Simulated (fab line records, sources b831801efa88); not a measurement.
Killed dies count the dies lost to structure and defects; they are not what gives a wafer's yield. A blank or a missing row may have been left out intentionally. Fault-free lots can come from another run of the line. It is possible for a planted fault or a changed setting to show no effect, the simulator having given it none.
The tool behind it: which one? | flow sky130 | 30 wafers from 10 lots sampled at 5 of the route's 708 steps

== WHAT THE GAUGES SHOWED, per wafer ==
SKY_SD_P_OVL_MEAS_08. Usual: SD_P_OVL 0.8 nm, standard deviation 1.3.
lot  | measured     | on         | SD_P_OVL (nm) | flag
L949 | day 26 04:27 | overlay-01 | 0.7 1.2 0.6   | 
L950 | day 26 04:46 | overlay-01 | -0.2 -0.3 0.6 | 
L957 | day 28 10:22 | overlay-01 | 2.1 1.0 2.0   | 
L958 | day 28 17:54 | overlay-01 | -0.1 1.8 0.7  | 
L961 | day 29 12:58 | overlay-01 | 2.3 0.7 4.3   | 
L968 | day 32 07:16 | overlay-01 | 3.1 3.4 1.9   | 
L969 | day 32 14:35 | overlay-01 | -0.5 0.4 0.7  | 
L970 | day 33 06:46 | overlay-01 | 1.1 0.4 2.4   | 
L971 | day 33 07:40 | overlay-02 | -0.8 1.5 0.8  | 
L972 | day 34 00:58 | overlay-02 | 2.2 2.9 2.3   | 

SKY_LI_CONTACT_BOW_MEAS_03. Usual: LI_CONTACT_BOW 58 um, standard deviation 6.4.
lot  | measured     | on           | LI_CONTACT_BOW (um) | flag
L949 | day 28 16:01 | filmMetro-04 | 63 54 51            | 
L950 | day 28 16:20 | filmMetro-01 | 52 56 62            | 
L957 | day 30 20:08 | filmMetro-04 | 50 53 54            | 
L958 | day 31 03:22 | filmMetro-01 | 67 62 66            | 
L961 | day 31 22:06 | filmMetro-01 | 52 63 53            | 
L968 | day 34 14:06 | filmMetro-01 | 66 59 60            | 
L969 | day 34 21:38 | filmMetro-04 | 52 53 51            | 
L970 | day 35 12:19 | filmMetro-01 | 62 67 62            | 
L971 | day 35 13:40 | filmMetro-01 | 41 58 61            | 
L972 | day 36 05:54 | filmMetro-04 | 64 56 60            | 

SKY_LOCAL_INTERCONNECT_RS_MEAS_01: the measuring method here is four-point-probe. Usual: LOCAL_INTERCONNECT_TIN_RS 13.81 ohm/sq, standard deviation 0.19.
lot  | measured     | on           | LOCAL_INTERCONNECT_TIN_RS (ohm/sq) | flag
L949 | day 29 21:49 | filmMetro-02 | 14.13 14.08 14.04                  | 
L950 | day 29 22:11 | filmMetro-01 | 14.14 14.10 14.31                  | 
L957 | day 32 01:23 | filmMetro-03 | 14.41 14.42 14.56                  | OFF
L958 | day 32 08:38 | filmMetro-02 | 14.43 14.60 14.65                  | OFF
L961 | day 33 03:04 | filmMetro-02 | 14.57 14.37 14.60                  | OFF
L968 | day 35 16:34 | filmMetro-03 | 13.78 13.92 13.79                  | 
L969 | day 36 01:10 | filmMetro-03 | 13.85 13.72 13.52                  | 
L970 | day 36 16:02 | filmMetro-03 | 13.75 13.64 13.76                  | 
L971 | day 36 17:33 | filmMetro-01 | 13.56 13.67 13.52                  | 
L972 | day 37 09:14 | filmMetro-03 | 13.63 13.69 13.73                  | 

SKY_LOCAL_INTERCONNECT_THK_MEAS_02: measures by xrf. Usual: LOCAL_INTERCONNECT_TIN_THK 101.3 nm, standard deviation 1.5.
lot  | measured     | on           | LOCAL_INTERCONNECT_TIN_THK (nm) | flag
L949 | day 29 21:56 | filmMetro-02 | 99.9 99.5 100.4                 | 
L950 | day 29 22:18 | filmMetro-01 | 97.9 98.8 96.9                  | 
L957 | day 32 01:29 | filmMetro-03 | 96.8 96.5 95.6                  | OFF
L958 | day 32 08:45 | filmMetro-02 | 97.4 96.9 96.0                  | OFF
L961 | day 33 03:10 | filmMetro-02 | 96.8 98.2 97.0                  | 
L968 | day 35 16:40 | filmMetro-03 | 101.3 99.8 101.7                | 
L969 | day 36 01:16 | filmMetro-03 | 101.3 102.6 103.2               | 
L970 | day 36 16:10 | filmMetro-03 | 101.5 103.0 101.7               | 
L971 | day 36 17:40 | filmMetro-01 | 102.2 101.9 102.4               | 
L972 | day 37 09:20 | filmMetro-03 | 102.0 101.5 100.7               | 

== TOOL THAT RAN EACH LOT (tool first, then ch and the chambers of the sampled wafers, then the start) ==
lot  | SKY_LOCAL_INTERCONNECT_SPUTTER_00
L949 | pvdSputter-02, day 29 21:46
L950 | pvdSputter-04, day 29 22:07
L957 | pvdSputter-03, day 32 01:17
L958 | pvdSputter-03, day 32 08:34
L961 | pvdSputter-03, day 33 02:57
L968 | pvdSputter-02, day 35 16:27
L969 | pvdSputter-03, day 36 01:04
L970 | pvdSputter-02, day 36 15:58
L971 | pvdSputter-03, day 36 17:29
L972 | pvdSputter-02, day 37 09:08
- SKY_LOCAL_INTERCONNECT_SPUTTER_00: material TiN, target thk 100 nm, time 83.3 s.

== WHAT THE TOOLS THEMSELVES READ (means of the sampled wafers that have a number; where no wafer has one, the mark that the record gives instead) ==
SKY_LOCAL_INTERCONNECT_SPUTTER_00. Usual: susceptorTempC 300.02 C, standard deviation 0.2; throttleValvePct 29.5 %, standard deviation 0.95.
lot  | tool          | susceptorTempC (C) | throttleValvePct (%) | flag
L949 | pvdSputter-02 | 300.20             | 29.5                 | 
L950 | pvdSputter-04 | 300.08             | 30.3                 | 
L957 | pvdSputter-03 | -                  | 29.0                 | OFF
L958 | pvdSputter-03 | -                  | 29.8                 | OFF
L961 | pvdSputter-03 | -                  | 28.9                 | OFF
L968 | pvdSputter-02 | 300.15             | 29.1                 | 
L969 | pvdSputter-03 | 300.00             | 29.0                 | 
L970 | pvdSputter-02 | 299.76             | 29.1                 | 
L971 | pvdSputter-03 | 300.20             | 28.8                 | 
L972 | pvdSputter-02 | 300.29             | 29.6                 | 

== THE ANSWER, worked out from the rows above alone ==
Rule: a lot is off if the mean of its wafers that have a number lies more than 3 standard deviations from the usual mean. A lot without any number at a reading at which 4 lots or more have one is off too. Where the step has rows for the other lots, those lots are counted as sound. The gauges are gone through in route order, then the tools' own readings, and for those a lot's mean is taken as printed above. The first step at which some lot is off is used, and at that step the reading that is off furthest; a lot without a number counts as furthest.
Off: at SKY_LOCAL_INTERCONNECT_RS_MEAS_01 (LOCAL_INTERCONNECT_TIN_RS), L957, L958, L961.
If a tool, at a process step before that reading, ran all the lots that are off and no sound lot after the first of them, it fits. The gauges at SKY_LOCAL_INTERCONNECT_RS_MEAS_01 aren't tried: what is off there is off at SKY_LOCAL_INTERCONNECT_SPUTTER_00 too, on other tools, and a gauge's error can't cause that. None of those tried fits.

== WHAT THE SIMULATOR PUT IN ==
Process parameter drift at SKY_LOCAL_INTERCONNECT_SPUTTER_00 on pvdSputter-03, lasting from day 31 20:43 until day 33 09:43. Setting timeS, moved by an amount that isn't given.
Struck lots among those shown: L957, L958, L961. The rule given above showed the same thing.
